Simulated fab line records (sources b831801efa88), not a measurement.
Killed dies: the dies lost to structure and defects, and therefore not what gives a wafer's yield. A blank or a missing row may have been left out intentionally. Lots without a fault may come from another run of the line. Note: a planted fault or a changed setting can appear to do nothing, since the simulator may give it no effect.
The tool behind it: which one? + flow gf180mcu + Sampling: 14 lots, 42 wafers, 5 of 602 route steps

== WHAT EACH GAUGE READ, for each wafer ==
GF_VT_IMPLANT_TW_MEAS_10.
| lot  | measured     | on            | VT_IMPLANT_TW     |
|------|--------------|---------------|-------------------|
| L845 | day 5 22:56  | film metro-01 | 564.7 565.4 562.9 |
| L846 | day 6 04:53  | film metro-02 | 562.7 559.1 561.2 |
| L849 | day 6 21:26  | film metro-01 | 565.1 567.3 566.0 |
| L850 | day 7 04:03  | film metro-04 | 563.5 568.0 562.2 |
| L851 | day 7 09:29  | film metro-04 | 563.7 563.3 561.9 |
| L853 | day 7 21:20  | film metro-02 | 563.8 562.1 563.0 |
| L855 | day 8 14:12  | film metro-04 | 566.3 569.3 565.5 |
| L856 | day 8 18:58  | film metro-02 | 560.9 563.3 559.0 |
| L857 | day 9 00:14  | film metro-04 | 559.1 565.9 560.8 |
| L858 | day 9 05:43  | film metro-02 | 561.9 560.0 562.6 |
| L859 | day 9 13:13  | film metro-01 | 562.1 560.5 563.3 |
| L860 | day 9 18:34  | film metro-04 | 560.7 563.0 562.2 |
| L861 | day 10 00:19 | film metro-01 | 561.5 564.2 564.6 |
| L863 | day 10 10:58 | film metro-04 | 566.6 567.1 563.5 |

GF_VT_IMPLANT_OVL_MEAS_18.
| lot  | measured     | on         | VT_IMPLANT_01_OVL (nm) |
|------|--------------|------------|------------------------|
| L845 | day 6 13:38  | overlay-02 | 0.4 -0.4 0.6           |
| L846 | day 6 19:56  | overlay-02 | 1.1 0.8 -0.5           |
| L849 | day 7 12:50  | overlay-02 | 0.8 0.7 -0.4           |
| L850 | day 7 19:38  | overlay-02 | -1.6 1.4 0.1           |
| L851 | day 8 01:22  | overlay-02 | -1.1 0.3 0.5           |
| L853 | day 8 13:44  | overlay-02 | -2.2 -1.4 -0.1         |
| L855 | day 9 07:11  | overlay-02 | -0.3 1.2 -0.2          |
| L856 | day 9 11:14  | overlay-02 | -2.1 -2.9 -0.8         |
| L857 | day 9 16:58  | overlay-02 | 0.4 2.3 0.8            |
| L858 | day 9 23:10  | overlay-01 | -0.5 -0.6 0.0          |
| L859 | day 10 05:28 | overlay-02 | -0.6 -2.2 -0.5         |
| L860 | day 10 11:58 | overlay-01 | 0.5 0.7 1.8            |
| L861 | day 10 17:41 | overlay-01 | 0.8 0.8 -0.3           |
| L863 | day 11 04:37 | overlay-02 | -2.2 -0.5 -1.0         |

GF_POLY_GATE_OVL_MEAS_11.
| lot  | measured     | on         | POLY_GATE_OVL (nm) |
|------|--------------|------------|--------------------|
| L845 | day 9 12:45  | overlay-02 | -8 -4 2            |
| L846 | day 9 20:55  | overlay-01 | -5 6 -2            |
| L849 | day 10 15:40 | overlay-02 | -7 -12 -1          |
| L850 | day 10 23:30 | overlay-02 | -10 -8 5           |
| L851 | day 11 04:43 | overlay-01 | -3 -12 -5          |
| L853 | day 11 20:09 | overlay-02 | -2 1 -6            |
| L855 | day 12 15:21 | overlay-02 | -5 -2 -7           |
| L856 | day 12 20:55 | overlay-02 | -1 -6 -7           |
| L857 | day 13 02:31 | overlay-01 | -5 6 -4            |
| L858 | day 13 08:15 | overlay-02 | -10 -7 -12         |
| L859 | day 13 17:30 | overlay-02 | 1 0 -1             |
| L860 | day 13 22:33 | overlay-01 | -2 -2 -1           |
| L861 | day 14 04:10 | overlay-01 | 3 -4 -7            |
| L863 | day 14 19:15 | overlay-01 | 6 -1 4             |

== WHICH TOOL RAN EACH LOT (tool, then ch and the chambers of the sampled wafers, then the start) ==
| lot  | GF_DUAL_GATE_COAT_06              | GF_DUAL_GATE_STRIP_13                |
|------|-----------------------------------|--------------------------------------|
| L845 | litho track-02 ch 0, day 8 07:48  | plasma asher-03 ch 1, day 8 16:28    |
| L846 | litho track-02 ch 0, day 8 15:01  | plasma asher-03 ch 0,1, day 8 23:49  |
| L849 | litho track-02 ch 0, day 9 09:16  | plasma asher-02 ch 0,1, day 9 18:17  |
| L850 | litho track-02 ch 0, day 9 15:24  | plasma asher-01 ch 0, day 10 00:46   |
| L851 | litho track-01 ch 0, day 9 22:11  | plasma asher-03 ch 0,1, day 10 06:37 |
| L853 | litho track-01 ch 0, day 10 12:14 | plasma asher-01 ch 0,1, day 10 22:05 |
| L855 | litho track-02 ch 0, day 11 05:39 | plasma asher-02 ch 0, day 11 15:31   |
| L856 | litho track-02 ch 0, day 11 12:37 | plasma asher-01 ch 0,1, day 11 22:13 |
| L857 | litho track-02 ch 0, day 11 16:58 | plasma asher-03 ch 0,1, day 12 01:52 |
| L858 | litho track-03 ch 0, day 11 22:25 | plasma asher-03 ch 0,1, day 12 07:59 |
| L859 | litho track-02 ch 0, day 12 08:25 | plasma asher-01 ch 0,1, day 12 18:19 |
| L860 | litho track-03 ch 0, day 12 14:20 | plasma asher-03 ch 0,1, day 12 23:43 |
| L861 | litho track-02 ch 0, day 12 18:57 | plasma asher-03 ch 0,1, day 13 04:49 |
| L863 | litho track-03 ch 0, day 13 08:37 | plasma asher-02 ch 1, day 13 18:22   |
- GF_DUAL_GATE_COAT_06: resist thk 1000 nm.
- GF_DUAL_GATE_STRIP_13: strips in O2/N2.

== AS READ BY THE TOOLS THEMSELVES (means over the sampled wafers that have a number; for cases with no such wafer, the mark the record gives instead) ==
GF_DUAL_GATE_COAT_06.
| lot  | tool           | chill plate temp C (C) |
|------|----------------|------------------------|
| L845 | litho track-02 | 22.99                  |
| L846 | litho track-02 | 23.15                  |
| L849 | litho track-02 | 23.12                  |
| L850 | litho track-02 | 22.96                  |
| L851 | litho track-01 | 23.02                  |
| L853 | litho track-01 | 23.08                  |
| L855 | litho track-02 | 22.96                  |
| L856 | litho track-02 | 22.90                  |
| L857 | litho track-02 | 23.04                  |
| L858 | litho track-03 | 22.89                  |
| L859 | litho track-02 | 22.99                  |
| L860 | litho track-03 | 22.90                  |
| L861 | litho track-02 | 22.90                  |
| L863 | litho track-03 | 22.93                  |

GF_DUAL_GATE_STRIP_13.
| lot  | tool            | drypump motor current A (A) | heater power w (W) | oes product au (a.u.) | platen temp c (C) | strip time to endpoint s (s) |
|------|-----------------|-----------------------------|--------------------|-----------------------|-------------------|------------------------------|
| L845 | plasma asher-03 | 6.1                         | 363                | 0.715                 | 250.12            | 12.60                        |
| L846 | plasma asher-03 | 5.9                         | 357                | 0.714                 | 249.98            | 12.57                        |
| L849 | plasma asher-02 | 5.6                         | 358                | 0.716                 | 249.93            | 12.59                        |
| L850 | plasma asher-01 | 5.1                         | 344                | 0.715                 | 250.10            | 12.61                        |
| L851 | plasma asher-03 | 5.8                         | 364                | 0.716                 | 250.08            | 12.58                        |
| L853 | plasma asher-01 | 5.5                         | 335                | 0.713                 | 250.09            | 12.59                        |
| L855 | plasma asher-02 | 5.4                         | 366                | 0.718                 | 250.19            | 12.61                        |
| L856 | plasma asher-01 | 5.5                         | 337                | 0.712                 | 249.96            | 12.53                        |
| L857 | plasma asher-03 | 5.8                         | 365                | 0.716                 | 250.03            | 12.81                        |
| L858 | plasma asher-03 | 5.9                         | 361                | 0.718                 | 249.92            | 12.64                        |
| L859 | plasma asher-01 | 5.5                         | 342                | 0.716                 | 249.96            | 12.81                        |
| L860 | plasma asher-03 | 5.8                         | 364                | 0.718                 | 250.02            | 12.65                        |
| L861 | plasma asher-03 | 5.9                         | 361                | 0.716                 | 250.01            | 12.79                        |
| L863 | plasma asher-02 | 6.0                         | 335                | 0.715                 | 250.23            | 12.66                        |

== THE ANSWER, worked out from the rows above alone ==
Rule: the usual values come from the lots themselves. The widest of any qualifying gaps counts: lots, ordered by their means at a reading, are off when they make up no more than a third of the lots, leave a main group of 4 or more, and stand apart from it by 3 or more times the standard deviation of that group's means. The tables above print the reading to a certain number of digits; a main group whose means all agree to those digits is not used. Also off: a lot with no number at a reading for which 4 or more lots have one. Where the step has rows for the other lots, those lots are counted as sound. First the gauges in route order, then the tools' own readings, where a lot's mean is used as printed above. At the first step where some lot is off, the reading lying furthest off is the one used; lots without a number count as furthest.
Off: L857, L859, L861 (GF_DUAL_GATE_STRIP_13, strip time to endpoint s). Main group: mean 12.60 s, sd 0.036.
If a tool, at that step or one of the process steps before it, ran each lot that is off and ran no sound lot following the first of them, it fits. One fits: GF_DUAL_GATE_COAT_06 on litho track-02. A fault onset in the window from L856 (day 11 12:37, its last sound lot) to L857 (day 11 16:58, its first lot off) fits.

== WHAT WAS PUT IN BY THE SIMULATOR ==
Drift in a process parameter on litho track-02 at GF_DUAL_GATE_COAT_06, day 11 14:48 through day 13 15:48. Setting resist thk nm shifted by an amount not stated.
Shown lots that were struck: L857, L859, L861. The rule above reached the same finding.
